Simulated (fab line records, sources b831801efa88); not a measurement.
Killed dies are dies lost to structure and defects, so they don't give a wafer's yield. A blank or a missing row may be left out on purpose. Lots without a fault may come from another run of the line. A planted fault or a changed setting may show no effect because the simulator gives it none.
Which tool did it? | flow sky130 | 13 lots, 39 wafers sampled, at 3 steps of a route of 708

WHAT THE GAUGES READ, wafer by wafer
The record holds no reading of a measuring or inspecting step that can be judged against a usual standard deviation.

WHICH TOOL RAN EACH LOT (tool, then ch and the chambers of the sampled wafers, then the start)
lot  | SKY_METAL5_METAL_ETCH_15          | SKY_METAL5_STRIP_16                  | SKY_PAD_OPEN_PROBE_99
L784 | rie_metal-03 ch 1, day 43 20:10   | plasma_asher-04 ch 0,1, day 43 20:25 | prober-02, day 45 18:19
L785 | rie_metal-01 ch 0,1, day 44 04:04 | plasma_asher-04 ch 0,1, day 44 04:19 | prober-01, day 46 01:45
L786 | rie_metal-03 ch 0,1, day 44 15:28 | plasma_asher-04 ch 0,1, day 44 15:43 | prober-02, day 46 12:57
L790 | rie_metal-04 ch 0,1, day 45 07:45 | plasma_asher-02 ch 0,1, day 45 07:56 | prober-02, day 47 04:04
L792 | rie_metal-01 ch 0,1, day 46 08:10 | plasma_asher-04 ch 0,1, day 46 08:25 | prober-02, day 48 03:18
L793 | rie_metal-03 ch 0,1, day 46 10:11 | plasma_asher-01 ch 0,1, day 46 10:23 | prober-01, day 48 05:19
L795 | rie_metal-03 ch 0,1, day 46 14:12 | plasma_asher-02 ch 0,1, day 46 14:23 | prober-02, day 48 08:29
L794 | rie_metal-04 ch 0,1, day 46 16:33 | plasma_asher-04 ch 0,1, day 46 16:44 | prober-01, day 48 10:45
L799 | rie_metal-01 ch 0, day 47 18:58   | plasma_asher-04 ch 0, day 47 19:13   | prober-01, day 49 12:38
L800 | rie_metal-03 ch 1, day 48 02:19   | plasma_asher-01 ch 0,1, day 48 02:47 | prober-02, day 49 17:37
L805 | rie_metal-03 ch 0,1, day 48 23:15 | plasma_asher-02 ch 0,1, day 48 23:26 | prober-01, day 50 12:34
L806 | rie_metal-01 ch 0,1, day 49 12:32 | plasma_asher-01 ch 0, day 49 12:46   | prober-02, day 50 23:25
L807 | rie_metal-04 ch 0,1, day 49 13:28 | plasma_asher-04 ch 0,1, day 49 13:43 | prober-01, day 51 00:16
- SKY_METAL5_METAL_ETCH_15: etches the open film in Cl2/BCl3, stops on SiO2, target depth 1260 nm, time 252 s.
- SKY_METAL5_STRIP_16: strips in O2/N2.
- SKY_PAD_OPEN_PROBE_99

WHAT THE TOOLS THEMSELVES READ (means of the sampled wafers that have a number; where no wafer has one, the mark that the record gives instead)
SKY_METAL5_METAL_ETCH_15. Usual: drypump_motor_current_A 5.56 A, standard deviation 0.15; oes_product_au 0.894 a.u., standard deviation 0.0047; rf_fwd_power_W 897.8 W, standard deviation 2.6; throttle_valve_pct 22.265 %, standard deviation 0.0085.
lot  | tool         | drypump_motor_current_A (A) | oes_product_au (a.u.) | rf_fwd_power_W (W) | throttle_valve_pct (%) | flag
L784 | rie_metal-03 | 5.35                        | 0.894                 | 900.3              | 22.272                 |
L785 | rie_metal-01 | 5.52                        | 0.895                 | 897.9              | 22.272                 |
L786 | rie_metal-03 | 5.45                        | 0.894                 | 896.8              | 22.264                 |
L790 | rie_metal-04 | 5.68                        | 0.896                 | 896.1              | 22.261                 |
L792 | rie_metal-01 | 5.44                        | 0.891                 | 900.2              | 22.274                 |
L793 | rie_metal-03 | 5.47                        | 0.898                 | 899.6              | 22.263                 |
L795 | rie_metal-03 | 5.48                        | 0.891                 | 898.2              | 22.263                 |
L794 | rie_metal-04 | 5.68                        | 0.891                 | 894.9              | 22.265                 |
L799 | rie_metal-01 | 5.39                        | 0.893                 | 896.0              | 22.268                 |
L800 | rie_metal-03 | 5.37                        | 0.893                 | 1041.2             | 22.258                 | OFF
L805 | rie_metal-03 | 5.50                        | 0.892                 | 994.8              | 22.266                 | OFF
L806 | rie_metal-01 | 5.44                        | 0.896                 | 900.0              | 22.261                 |
L807 | rie_metal-04 | 5.69                        | 0.892                 | 895.3              | 22.269                 |

SKY_METAL5_STRIP_16. Usual: drypump_motor_current_A 6.0 A, standard deviation 0.41; o2_flow_sccm 2998 sccm, standard deviation 9.5; oes_product_au 0.710 a.u., standard deviation 0.0047; strip_time_to_endpoint_s 13.13 s, standard deviation 0.14.
lot  | tool            | drypump_motor_current_A (A) | o2_flow_sccm (sccm) | oes_product_au (a.u.) | strip_time_to_endpoint_s (s) | flag
L784 | plasma_asher-04 | 6.4                         | 2991                | 0.708                 | 13.08                        |
L785 | plasma_asher-04 | 6.5                         | 2998                | 0.710                 | 13.15                        |
L786 | plasma_asher-04 | 6.4                         | 3001                | 0.713                 | 12.98                        |
L790 | plasma_asher-02 | 5.7                         | 2999                | 0.711                 | 13.21                        |
L792 | plasma_asher-04 | 6.5                         | 3000                | 0.711                 | 13.12                        |
L793 | plasma_asher-01 | 5.9                         | 2993                | 0.712                 | 13.07                        |
L795 | plasma_asher-02 | 5.7                         | 2986                | 0.711                 | 12.98                        |
L794 | plasma_asher-04 | 6.4                         | 2993                | 0.714                 | 13.23                        |
L799 | plasma_asher-04 | 6.2                         | 2995                | 0.707                 | 13.11                        |
L800 | plasma_asher-01 | 5.7                         | 2996                | 0.713                 | 11.98                        | OFF
L805 | plasma_asher-02 | 5.8                         | 2994                | 0.709                 | 12.40                        | OFF
L806 | plasma_asher-01 | 5.5                         | 3004                | 0.709                 | 13.11                        |
L807 | plasma_asher-04 | 6.5                         | 3006                | 0.712                 | 13.32                        |

SKY_PAD_OPEN_PROBE_99. Usual: defect_limited_yield 82.6 %, standard deviation 1.9; killed_at_M0_to_M3 43, standard deviation 7.7; killed_at_M4_up 2.9, standard deviation 1.7; killed_at_contacts 24, standard deviation 5.5; killed_at_front_end 15, standard deviation 4; killed_at_other 0.4, standard deviation 0.66; killed_dies 86, standard deviation 9.4; killed_on_rim 17, standard deviation 3.5; killed_open 47, standard deviation 6.7; killed_short 38, standard deviation 6.2; sort_bin_3_pad_short 0.8 %, standard deviation 0.42; sort_bin_5_function 10.3 %, standard deviation 1.5; sort_bin_6_memory 6.4 %, standard deviation 1.1; sort_n_pass 406, standard deviation 9.4; sort_yield_pct 82.6 %, standard deviation 1.9.
lot  | tool      | defect_limited_yield (%) | killed_at_M0_to_M3 | killed_at_M4_up | killed_at_contacts | killed_at_front_end | killed_at_other | killed_dies | killed_on_rim | killed_open | killed_short | sort_bin_3_pad_short (%) | sort_bin_5_function (%) | sort_bin_6_memory (%) | sort_n_pass | sort_yield_pct (%) | flag
L784 | prober-02 | 82.2                     | 49                 | 2.3             | 16                 | 19                  | 1.0             | 87          | 18            | 46          | 40           | 0.6                      | 11.9                    | 5.3                   | 405         | 82.2               |
L785 | prober-01 | 81.8                     | 42                 | 3.0             | 24                 | 20                  | 0.3             | 89          | 20            | 48          | 40           | 0.9                      | 10.9                    | 6.4                   | 403         | 81.8               |
L786 | prober-02 | 82.2                     | 49                 | 3.0             | 21                 | 15                  | 0.0             | 88          | 17            | 47          | 40           | 1.0                      | 10.2                    | 6.6                   | 404         | 82.2               |
L790 | prober-02 | 82.0                     | 46                 | 3.7             | 24                 | 14                  | 0.7             | 89          | 17            | 53          | 36           | 0.9                      | 10.8                    | 6.3                   | 403         | 82.0               |
L792 | prober-02 | 80.7                     | 45                 | 3.3             | 29                 | 18                  | 0.3             | 95          | 17            | 54          | 40           | 0.9                      | 10.8                    | 7.6                   | 397         | 80.7               |
L793 | prober-01 | 81.6                     | 46                 | 1.3             | 26                 | 17                  | 0.0             | 90          | 17            | 53          | 37           | 1.5                      | 10.4                    | 6.5                   | 402         | 81.6               |
L795 | prober-02 | 82.1                     | 47                 | 1.7             | 23                 | 16                  | 0.0             | 88          | 16            | 49          | 38           | 0.7                      | 10.0                    | 7.2                   | 404         | 82.1               |
L794 | prober-01 | 81.8                     | 50                 | 3.7             | 23                 | 13                  | 0.0             | 89          | 16            | 52          | 37           | 1.0                      | 10.8                    | 6.4                   | 403         | 81.8               |
L799 | prober-01 | 81.8                     | 49                 | 3.0             | 20                 | 16                  | 1.0             | 90          | 18            | 53          | 35           | 0.9                      | 10.6                    | 6.7                   | 402         | 81.8               |
L800 | prober-02 | 81.8                     | 41                 | 3.3             | 28                 | 17                  | 0.0             | 89          | 17            | 54          | 34           | 1.3                      | 9.3                     | 7.5                   | 403         | 81.8               |
L805 | prober-01 | 83.6                     | 38                 | 2.7             | 27                 | 13                  | 0.3             | 81          | 17            | 42          | 38           | 0.9                      | 9.2                     | 6.2                   | 411         | 83.6               |
L806 | prober-02 | 82.8                     | 44                 | 2.3             | 25                 | 12                  | 0.0             | 84          | 16            | 50          | 34           | 0.5                      | 11.1                    | 5.6                   | 408         | 82.8               |
L807 | prober-01 | 83.5                     | 42                 | 2.3             | 23                 | 14                  | 0.0             | 81          | 17            | 47          | 35           | 0.5                      | 10.4                    | 5.6                   | 411         | 83.5               |

THE ANSWER, worked out from the rows above alone
Rule: a lot is off if the mean of its wafers that have a number lies more than 3 standard deviations from the usual mean. A lot without any number at a reading at which 4 lots or more have one is off too. The other lots that the step has rows for count as sound. The gauges are gone through in route order, then the tools' own readings, and for those a lot's mean is taken as printed above. The first step at which some lot is off is used, and at that step the reading that is off furthest; a lot without a number counts as furthest.
Off: L800, L805, at SKY_METAL5_METAL_ETCH_15 (rf_fwd_power_W).
A tool fits if, at that step or a process step before it, it ran every lot that is off, and no sound lot after the first of them. One fits: rie_metal-03 at SKY_METAL5_METAL_ETCH_15. Its last sound lot is L795 (day 46 14:12), its first lot that is off L800 (day 48 02:19): a fault that began between those two fits.
The tool's own readings at SKY_METAL5_METAL_ETCH_15 bear it out: on the lots that are off they differ by more than 5 times the standard deviation of the sound lots' means. rf_fwd_power_W reads 1018.0 W there against 897.8 W on the sound lots.

WHAT THE SIMULATOR HAD PUT IN
Process parameter drift: rie_metal-03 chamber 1, from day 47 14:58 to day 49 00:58, at SKY_METAL5_METAL_ETCH_15. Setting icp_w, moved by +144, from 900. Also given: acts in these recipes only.
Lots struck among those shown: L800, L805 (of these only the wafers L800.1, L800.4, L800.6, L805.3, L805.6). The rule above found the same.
